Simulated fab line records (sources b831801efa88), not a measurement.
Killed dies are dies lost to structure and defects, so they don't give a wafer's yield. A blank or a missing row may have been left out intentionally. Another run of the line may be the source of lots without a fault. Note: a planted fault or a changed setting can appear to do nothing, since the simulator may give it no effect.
Lot-split experiment / flow sky130 / 23 wafers read across 5 lots, on a route 708 steps long

THE SPLIT ITSELF
At SKY_LDD_P_COAT_02 (resist thk 1140 nm), the setting resist-thk-nm was moved away from the recipe's 1140 nm on 10 of the 23 wafers read, by -5.8% to +5.8%. For the rest of the wafers, this setting stayed at what the recipe calls for.

The reading comes from the split's own step.

THE READING
NOVOLAK_of_LDD_P_COAT_02.thk-nm (the simulator's own value, which no gauge read), in nm, at SKY_LDD_P_COAT_02 (resist thk 1140 nm). The file gives no usual value for it. The 13 wafers here that ran the recipe average 1143 nm, standard deviation 3.7 nm.

wafer=L074.1; tool, chamber at the split=litho-track-02, 0; resist-thk-nm as run, nm=1140; against the recipe=recipe; NOVOLAK_of_LDD_P_COAT_02.thk-nm, nm=1141; against lot-mates on the recipe=-
wafer=L074.4; tool, chamber at the split=litho-track-02, 0; resist-thk-nm as run, nm=1140; against the recipe=recipe; NOVOLAK_of_LDD_P_COAT_02.thk-nm, nm=1145; against lot-mates on the recipe=-
wafer=L074.6; tool, chamber at the split=litho-track-02, 0; resist-thk-nm as run, nm=1140; against the recipe=recipe; NOVOLAK_of_LDD_P_COAT_02.thk-nm, nm=1145; against lot-mates on the recipe=-
wafer=L077.1; tool, chamber at the split=litho-track-02, 0; resist-thk-nm as run, nm=1074; against the recipe=-5.8%; NOVOLAK_of_LDD_P_COAT_02.thk-nm, nm=1080; against lot-mates on the recipe=-66
wafer=L077.4; tool, chamber at the split=litho-track-02, 0; resist-thk-nm as run, nm=1074; against the recipe=-5.8%; NOVOLAK_of_LDD_P_COAT_02.thk-nm, nm=1080; against lot-mates on the recipe=-66
wafer=L077.2; tool, chamber at the split=litho-track-02, 0; resist-thk-nm as run, nm=1140; against the recipe=recipe; NOVOLAK_of_LDD_P_COAT_02.thk-nm, nm=1148; against lot-mates on the recipe=-
wafer=L077.3; tool, chamber at the split=litho-track-02, 0; resist-thk-nm as run, nm=1140; against the recipe=recipe; NOVOLAK_of_LDD_P_COAT_02.thk-nm, nm=1146; against lot-mates on the recipe=-
wafer=L077.5; tool, chamber at the split=litho-track-02, 0; resist-thk-nm as run, nm=1140; against the recipe=recipe; NOVOLAK_of_LDD_P_COAT_02.thk-nm, nm=1145; against lot-mates on the recipe=-
wafer=L081.1; tool, chamber at the split=litho-track-02, 0; resist-thk-nm as run, nm=1206; against the recipe=+5.8%; NOVOLAK_of_LDD_P_COAT_02.thk-nm, nm=1210; against lot-mates on the recipe=+71
wafer=L081.5; tool, chamber at the split=litho-track-02, 0; resist-thk-nm as run, nm=1206; against the recipe=+5.8%; NOVOLAK_of_LDD_P_COAT_02.thk-nm, nm=1210; against lot-mates on the recipe=+71
wafer=L081.2; tool, chamber at the split=litho-track-02, 0; resist-thk-nm as run, nm=1206; against the recipe=+5.8%; NOVOLAK_of_LDD_P_COAT_02.thk-nm, nm=1209; against lot-mates on the recipe=+70
wafer=L081.4; tool, chamber at the split=litho-track-02, 0; resist-thk-nm as run, nm=1140; against the recipe=recipe; NOVOLAK_of_LDD_P_COAT_02.thk-nm, nm=1137; against lot-mates on the recipe=-
wafer=L081.6; tool, chamber at the split=litho-track-02, 0; resist-thk-nm as run, nm=1140; against the recipe=recipe; NOVOLAK_of_LDD_P_COAT_02.thk-nm, nm=1141; against lot-mates on the recipe=-
wafer=L082.1; tool, chamber at the split=litho-track-02, 0; resist-thk-nm as run, nm=1140; against the recipe=recipe; NOVOLAK_of_LDD_P_COAT_02.thk-nm, nm=1146; against lot-mates on the recipe=-
wafer=L082.2; tool, chamber at the split=litho-track-02, 0; resist-thk-nm as run, nm=1140; against the recipe=recipe; NOVOLAK_of_LDD_P_COAT_02.thk-nm, nm=1146; against lot-mates on the recipe=-
wafer=L082.3; tool, chamber at the split=litho-track-02, 0; resist-thk-nm as run, nm=1121; against the recipe=-1.7%; NOVOLAK_of_LDD_P_COAT_02.thk-nm, nm=1128; against lot-mates on the recipe=-18
wafer=L082.4; tool, chamber at the split=litho-track-02, 0; resist-thk-nm as run, nm=1121; against the recipe=-1.7%; NOVOLAK_of_LDD_P_COAT_02.thk-nm, nm=1127; against lot-mates on the recipe=-19
wafer=L082.6; tool, chamber at the split=litho-track-02, 0; resist-thk-nm as run, nm=1121; against the recipe=-1.7%; NOVOLAK_of_LDD_P_COAT_02.thk-nm, nm=1129; against lot-mates on the recipe=-17
wafer=L084.1; tool, chamber at the split=litho-track-02, 0; resist-thk-nm as run, nm=1140; against the recipe=recipe; NOVOLAK_of_LDD_P_COAT_02.thk-nm, nm=1139; against lot-mates on the recipe=-
wafer=L084.3; tool, chamber at the split=litho-track-02, 0; resist-thk-nm as run, nm=1140; against the recipe=recipe; NOVOLAK_of_LDD_P_COAT_02.thk-nm, nm=1140; against lot-mates on the recipe=-
wafer=L084.4; tool, chamber at the split=litho-track-02, 0; resist-thk-nm as run, nm=1096; against the recipe=-3.9%; NOVOLAK_of_LDD_P_COAT_02.thk-nm, nm=1093; against lot-mates on the recipe=-45
wafer=L084.6; tool, chamber at the split=litho-track-02, 0; resist-thk-nm as run, nm=1096; against the recipe=-3.9%; NOVOLAK_of_LDD_P_COAT_02.thk-nm, nm=1093; against lot-mates on the recipe=-45
wafer=L084.5; tool, chamber at the split=litho-track-02, 0; resist-thk-nm as run, nm=1140; against the recipe=recipe; NOVOLAK_of_LDD_P_COAT_02.thk-nm, nm=1136; against lot-mates on the recipe=-

FIT RESULTS
A straight line over all 23 wafers: NOVOLAK_of_LDD_P_COAT_02.thk-nm changes by +11.4 nm for each +1% of resist-thk-nm; r = +0.99; the points scatter about the line by 3.9 nm.
The same after taking each lot's own level away (the mean of its wafers on the recipe; 23 wafers): +11.9 nm for each +1%; r = +1.00; scatter 1.6 nm.
According to that fit, moving resist-thk-nm by its largest amount changes the reading by 69 nm.
The span of the lots' own levels, 1138.3 to 1146.3 nm, comes to 2.1 times the standard deviation stated above.
Hence the lot-to-lot level has little effect on the slope; both slopes agree.
Check: with one of the wafers moved furthest among these (-5.8%) left out of the fit, the line predicts -68.3 nm for it against its lot-mates. Against them it came out at -66.3 nm.

THE WHOLE CHAIN: every reading that the file lists as answering this split, in the file's order
step=SKY_LDD_P_COAT_02; what it does=resist thk 1140 nm; reading=NOVOLAK_of_LDD_P_COAT_02.thk-nm (the simulator's own value, which no gauge read); change (the file's fit)=+11.7 nm for each +1% of the setting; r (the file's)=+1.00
step=SKY_LDD_P_STRIP_10; what it does=strips in O2/N2; reading=strip-time-to-endpoint-s; change (the file's fit)=withheld for each +1% of the setting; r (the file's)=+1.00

FILE'S OWN FIT
NOVOLAK_of_LDD_P_COAT_02.thk-nm changes by +11.7 nm for each +1% of resist-thk-nm, r = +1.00.
